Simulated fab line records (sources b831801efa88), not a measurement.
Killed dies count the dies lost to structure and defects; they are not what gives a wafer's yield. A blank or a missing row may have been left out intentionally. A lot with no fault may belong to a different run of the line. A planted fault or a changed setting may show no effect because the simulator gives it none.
Which tool was responsible? -- flow sky130 -- Sampling: 13 lots, 39 wafers, 5 of 708 route steps

## WHAT THE GAUGES SHOWED, per wafer
SKY_VIA1_CD_MEAS_12: the cd target is 150 nm. Usual: cd_nm reads 149.3 nm (standard deviation 1.6).
lot,measured,on,cd_nm (nm),flag
L990,day 34 07:02,cd_sem-01,150.9 149.8 149.0,
L991,day 34 10:34,cd_sem-01,151.7 151.6 149.6,
L993,day 35 07:02,cd_sem-01,149.0 149.0 149.4,
L995,day 35 21:37,cd_sem-01,146.1 146.9 147.3,
L994,day 36 07:57,cd_sem-01,147.8 148.9 148.2,
L996,day 36 12:40,cd_sem-02,149.4 148.6 148.2,
L997,day 36 18:26,cd_sem-02,148.3 148.0 148.3,
L998,day 37 02:18,cd_sem-02,148.4 148.1 147.9,
L999,day 37 08:53,cd_sem-02,150.0 149.2 150.7,
L100,day 37 13:46,cd_sem-02,150.5 150.4 148.3,
L101,day 37 21:12,cd_sem-02,150.4 148.9 150.2,
L106,day 39 10:22,cd_sem-02,146.4 147.3 147.2,
L112,day 40 22:23,cd_sem-01,147.4 149.6 149.1,

SKY_VIA1_RS_MEAS_22: measures by four-point-probe. Usual: for VIA1_W_RS the level is 0.422 ohm/sq and the standard deviation is 0.0052.
lot,measured,on,VIA1_W_RS (ohm/sq),flag
L990,day 34 08:03,film_metro-04,0.419 0.418 0.426,
L991,day 34 11:41,film_metro-04,0.427 0.426 0.426,
L993,day 35 08:02,film_metro-04,0.423 0.414 0.421,
L995,day 35 22:41,film_metro-04,0.414 0.418 0.426,
L994,day 36 09:09,film_metro-01,0.425 0.421 0.425,
L996,day 36 14:03,film_metro-02,0.419 0.420 0.418,
L997,day 36 19:28,film_metro-04,0.423 0.423 0.421,
L998,day 37 03:44,film_metro-01,0.420 0.427 0.429,
L999,day 37 09:53,film_metro-02,0.422 0.422 0.422,
L100,day 37 14:47,film_metro-02,0.421 0.429 0.421,
L101,day 37 22:11,film_metro-01,0.432 0.434 0.431,
L106,day 39 11:23,film_metro-04,0.421 0.417 0.419,
L112,day 40 23:25,film_metro-04,0.426 0.425 0.417,

SKY_METAL2_CD_MEAS_15: the cd target is 140 nm. Usual: cd_nm reads 140.0 nm (standard deviation 1.4).
lot,measured,on,cd_nm (nm),flag
L990,day 35 11:17,cd_sem-01,141.8 140.4 140.7,
L991,day 35 15:02,cd_sem-01,141.4 141.1 141.0,
L993,day 36 11:13,cd_sem-01,138.2 139.6 139.4,
L995,day 37 00:43,cd_sem-02,141.4 141.8 141.4,
L994,day 37 11:37,cd_sem-02,140.3 140.4 140.6,
L996,day 37 16:14,cd_sem-02,140.2 141.3 140.3,
L997,day 37 21:23,cd_sem-01,140.7 141.0 139.9,
L998,day 38 05:44,cd_sem-02,138.2 137.8 139.2,
L999,day 38 12:27,cd_sem-02,138.7 136.4 137.9,
L100,day 38 17:05,cd_sem-02,139.6 138.5 138.5,
L101,day 39 00:07,cd_sem-01,141.2 141.6 141.2,
L106,day 40 13:44,cd_sem-02,64.7 85.6 123.6,OFF
L112,day 41 23:59,cd_sem-02,143.4 143.4 143.3,

## EACH LOT AND THE TOOL THAT RAN IT (in order: tool; ch and the chambers of the sampled wafers; start)
lot,SKY_METAL2_SPUTTER_04,SKY_METAL2_EXPOSE_12
L990,"pvd_sputter-01, day 34 08:35","krf_scanner-02 ch 0, day 34 22:55"
L991,"pvd_sputter-01, day 34 12:14","krf_scanner-01 ch 0, day 35 02:28"
L993,"pvd_sputter-03, day 35 08:35","krf_scanner-02 ch 0, day 35 22:28"
L995,"pvd_sputter-01, day 35 23:16","krf_scanner-01 ch 0, day 36 12:07"
L994,"pvd_sputter-01, day 36 09:43","krf_scanner-01 ch 0, day 36 22:16"
L996,"pvd_sputter-03, day 36 14:37","krf_scanner-02 ch 0, day 37 03:55"
L997,"pvd_sputter-03, day 36 20:02","krf_scanner-01 ch 0, day 37 09:25"
L998,"pvd_sputter-01, day 37 04:16","krf_scanner-02 ch 0, day 37 17:02"
L999,"pvd_sputter-04, day 37 10:25","krf_scanner-02 ch 0, day 37 22:54"
L100,"pvd_sputter-03, day 37 15:20","krf_scanner-02 ch 0, day 38 04:28"
L101,"pvd_sputter-01, day 37 22:42","krf_scanner-02 ch 0, day 38 12:27"
L106,"pvd_sputter-01, day 39 13:14","krf_scanner-02 ch 0, day 40 01:14"
L112,"pvd_sputter-03, day 40 23:58","krf_scanner-01 ch 0, day 41 11:49"
- SKY_METAL2_SPUTTER_04: material TiN, target thk 70 nm, time 58.3 s.
- SKY_METAL2_EXPOSE_12: exposes mask MM2, target cd 140 nm.

## WHAT THE TOOLS THEMSELVES READ (means of the sampled wafers that have a number; where no wafer has one, the mark that the record gives instead)
SKY_METAL2_SPUTTER_04. Usual: throttle_valve_pct reads 30.2 % (standard deviation 0.92).
lot,tool,throttle_valve_pct (%),flag
L990,pvd_sputter-01,30.0,
L991,pvd_sputter-01,29.0,
L993,pvd_sputter-03,30.2,
L995,pvd_sputter-01,30.0,
L994,pvd_sputter-01,29.2,
L996,pvd_sputter-03,30.5,
L997,pvd_sputter-03,30.2,
L998,pvd_sputter-01,29.3,
L999,pvd_sputter-04,30.6,
L100,pvd_sputter-03,30.3,
L101,pvd_sputter-01,31.0,
L106,pvd_sputter-01,29.6,
L112,pvd_sputter-03,30.1,

SKY_METAL2_EXPOSE_12. Usual: exposure_dose_mJ_cm2 27.96, standard deviation 0.031; reticle_temp_C 22.97 C, standard deviation 0.11.
lot,tool,exposure_dose_mJ_cm2,reticle_temp_C (C),flag
L990,krf_scanner-02,27.96,22.84,
L991,krf_scanner-01,28.03,23.14,
L993,krf_scanner-02,27.93,22.96,
L995,krf_scanner-01,27.99,22.77,
L994,krf_scanner-01,28.00,22.88,
L996,krf_scanner-02,27.93,22.95,
L997,krf_scanner-01,27.98,23.03,
L998,krf_scanner-02,27.98,23.07,
L999,krf_scanner-02,27.90,23.02,
L100,krf_scanner-02,27.94,22.95,
L101,krf_scanner-02,27.95,22.88,
L106,krf_scanner-02,25.76,22.95,OFF
L112,krf_scanner-01,27.98,23.01,

## THE ANSWER, worked out from the rows above alone
Rule: lot off if the mean of its wafers having a number is beyond 3 standard deviations from the usual mean. A lot without any number at a reading at which 4 lots or more have one is off too. Any other lot the step has rows for is counted as sound. Order of review: gauges by route order, followed by the tools' own readings, for which a lot's mean as printed above is used. At the first step where some lot is off, the reading lying furthest off is the one used; lots without a number count as furthest.
Off, at SKY_METAL2_CD_MEAS_15 on cd_nm: L106.
A tool fits if, at a process step before that reading, it ran every lot that is off, and no sound lot after the first of them. The gauges at SKY_METAL2_CD_MEAS_15 aren't tried: what is off there is off at SKY_METAL2_EXPOSE_12 too, on other tools, and a gauge's error can't cause that. Can't be told from this: 2 tools fit, pvd_sputter-01 at SKY_METAL2_SPUTTER_04, krf_scanner-02 at SKY_METAL2_EXPOSE_12.

## WHAT THE SIMULATOR HAD PUT IN
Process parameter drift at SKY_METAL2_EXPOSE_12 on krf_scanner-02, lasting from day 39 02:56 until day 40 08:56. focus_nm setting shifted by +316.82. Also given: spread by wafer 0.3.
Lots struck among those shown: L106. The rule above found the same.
